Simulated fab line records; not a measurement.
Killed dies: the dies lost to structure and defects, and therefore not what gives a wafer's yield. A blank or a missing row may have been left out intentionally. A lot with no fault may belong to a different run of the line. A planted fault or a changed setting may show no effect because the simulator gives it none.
A struck lot beside a sound one || flow sky130 || 43 steps out of a route of 708
Sound: these wafers, L629.2, L629.4, L629.6. Wafers L633.1, L633.4, L633.5 were the ones struck. The cause is named last.
At each step with rows: each side's tool, then ch and its chambers, then its first start. Under that, the readings that differ: sound wafers || struck wafers || difference of the means || sigmas: that difference in standard deviations of wafers without a fault.
alike: same words and numbers on both sides, and readings whose means sit less than 2 such deviations apart. not compared: any withheld reading, any reading some wafer has no value for, any bound like >300 that may hide the same value, and any number with overlapping values for which the record gives no deviation.
Wherever a step has rows on one side only, a row that says differs or no value, or a row with sigmas, the two part there. When numbers do not overlap yet have no deviation, they are printed without sigmas and do not part them. A reading missing from all wafers of one side parts the sides only when that side holds two or more wafers.

first, 1 step without rows for these wafers: SKY_LDD_N_IMPLANT_15.
SKY_LDD_N_STRIP_16: strips in O2/N2.
  sound on plasma-asher-04 ch 1, day 18 13:09; struck on plasma-asher-04 ch 0,1, day 19 23:42
  alike: drypump-motor-current-A, oes-product-au, strip-time-to-endpoint-s
  not compared: rf-hours-counter-h
SKY_LDD_N_TW_MEAS_17:
  sound on film-metro-04 at day 18 13:16; struck on film-metro-01 at day 19 23:48
{"reading": "LDD_N_TW", "sound": "2530 2519 2523", "struck": "2609 2620 2619", "difference": "+92", "sigmas": "+4"}
then, 7 steps without rows for these wafers: SKY_LDD_P_DEHYDRATE_00 (time 60 s); SKY_LDD_P_HMDS_01 (prime time 60 s); SKY_LDD_P_COAT_02 (resist thk 1140 nm); SKY_LDD_P_SOFTBAKE_03 (time 60 s); SKY_LDD_P_EXPOSE_04 (exposes mask PSDM, target cd 380 nm); SKY_LDD_P_PEB_05; SKY_LDD_P_DEVELOP_06 (develop time 60 s).
SKY_LDD_P_CD_MEAS_07 targets a cd of 380 nm.
  sound on cd-sem-01 at day 19 20:19; struck on cd-sem-02 at day 21 06:53
  alike: cd-nm
SKY_LDD_P_OVL_MEAS_08:
  sound on overlay-01 at day 19 20:25; struck on overlay-02 at day 21 07:01
  alike: LDD_P_OVL
SKY_LDD_P_IMPLANT_09:
  sound on implanter-02 ch 0, day 19 20:28; struck on implanter-02 ch 0, day 21 07:03
  alike: beam-on-s
SKY_LDD_P_STRIP_10: strips in O2/N2.
  sound on plasma-asher-04 ch 0,1, day 19 20:36; struck on plasma-asher-01 ch 0,1, day 21 07:12
  alike: drypump-motor-current-A, oes-product-au, strip-time-to-endpoint-s
  not compared: rf-hours-counter-h
SKY_LDD_P_TW_MEAS_11:
  sound on film-metro-01 at day 19 20:43; struck on film-metro-04 at day 21 07:18
{"reading": "LDD_P_TW", "sound": "648 646 642", "struck": "622 618 625", "difference": -24, "sigmas": -4}
then, 7 steps without rows for these wafers: SKY_LDD_HVN_DEHYDRATE_00 (time 60 s); SKY_LDD_HVN_HMDS_01 (prime time 60 s); SKY_LDD_HVN_COAT_02 (resist thk 300 nm); SKY_LDD_HVN_SOFTBAKE_03 (time 60 s); SKY_LDD_HVN_EXPOSE_04 (exposes mask HVNTM, target cd 700 nm); SKY_LDD_HVN_PEB_05; SKY_LDD_HVN_DEVELOP_06 (develop time 60 s).
SKY_LDD_HVN_OVL_MEAS_07:
  sound on overlay-01 at day 21 03:01; struck on overlay-01 at day 22 14:13
  alike: LDD_HVN_OVL
following that, these wafers have no rows for 1 step: SKY_LDD_HVN_IMPLANT_08.
SKY_LDD_HVN_STRIP_09: strips in O2/N2.
  sound on plasma-asher-04 ch 0,1, day 21 03:11; struck on plasma-asher-04 ch 0,1, day 22 14:23
  alike: drypump-motor-current-A, oes-product-au, strip-time-to-endpoint-s
  not compared: rf-hours-counter-h
SKY_LDD_HVN_TW_MEAS_10:
  sound on film-metro-03 at day 21 03:18; struck on film-metro-02 at day 22 14:29
  alike: LDD_HVN_TW
then, 7 steps without rows for these wafers: SKY_LDD_HVP_DEHYDRATE_00 (time 60 s); SKY_LDD_HVP_HMDS_01 (prime time 60 s); SKY_LDD_HVP_COAT_02 (resist thk 300 nm); SKY_LDD_HVP_SOFTBAKE_03 (time 60 s); SKY_LDD_HVP_EXPOSE_04 (exposes mask HVPTM, target cd 700 nm); SKY_LDD_HVP_PEB_05; SKY_LDD_HVP_DEVELOP_06 (develop time 60 s).
SKY_LDD_HVP_OVL_MEAS_07:
  sound on overlay-01 at day 22 09:37; struck on overlay-02 at day 23 20:28
  alike: LDD_HVP_OVL
following that, these wafers have no rows for 1 step: SKY_LDD_HVP_IMPLANT_08.
SKY_LDD_HVP_STRIP_09: strips in O2/N2.
  sound on plasma-asher-01 ch 1, day 22 09:47; struck on plasma-asher-01 ch 1, day 23 20:38
  alike: drypump-motor-current-A, oes-product-au, strip-time-to-endpoint-s
  not compared: rf-hours-counter-h
SKY_LDD_HVP_TW_MEAS_10:
  sound on film-metro-03 at day 22 09:54; struck on film-metro-03 at day 23 20:44
  alike: LDD_HVP_TW
then, 5 steps without rows for these wafers: SKY_LDD_LDN_DEHYDRATE_00 (time 60 s); SKY_LDD_LDN_HMDS_01 (prime time 60 s); SKY_LDD_LDN_COAT_02 (resist thk 1140 nm); SKY_LDD_LDN_SOFTBAKE_03 (time 60 s); SKY_LDD_LDN_EXPOSE_04 (exposes mask LDNTM, target cd 700 nm).
-- here the record skips 23 days between the struck wafers' starts before and after, leaving off in module LDD_LDN and picking up in module PAD_OPEN (first step shown: number 708 of the route) --
SKY_PAD_OPEN_PROBE_99:
  sound on prober-02 at day 46 08:46; struck on prober-01 at day 47 07:58
{"reading": "model.etest.tip-p.rs-ohm-sq-range", "sound": "66.3 164.4 165", "struck": "1998 1841 1786", "difference": "+1743", "sigmas": ""}
{"reading": "model.etest.pfet_01v8.drive-ua-um-range", "sound": "8.27 7.928 6.38", "struck": "9.418 11.79 10.75", "difference": "+3.127", "sigmas": ""}
{"reading": "model.etest.pfet_01v8.vt-v-range", "sound": "0.01172 0.01401 0.009573", "struck": "0.03279 0.0278 0.03168", "difference": "+0.01899", "sigmas": ""}
  alike: killed_at_M0_to_M3, killed_at_M4_up, killed-at-contacts, killed-at-front-end, killed-at-other, killed-dies, killed-on-rim, killed-open, killed-short

## WHERE THEY PART
At SKY_LDD_N_TW_MEAS_17 first; at SKY_LDD_P_TW_MEAS_11 last (within this record only). Later steps at which nothing parts them and some readings are alike: SKY_LDD_HVN_OVL_MEAS_07, SKY_LDD_HVN_STRIP_09, SKY_LDD_HVN_TW_MEAS_10, SKY_LDD_HVP_OVL_MEAS_07, SKY_LDD_HVP_STRIP_09, SKY_LDD_HVP_TW_MEAS_10, SKY_PAD_OPEN_PROBE_99.

WHY: what the simulator had put in
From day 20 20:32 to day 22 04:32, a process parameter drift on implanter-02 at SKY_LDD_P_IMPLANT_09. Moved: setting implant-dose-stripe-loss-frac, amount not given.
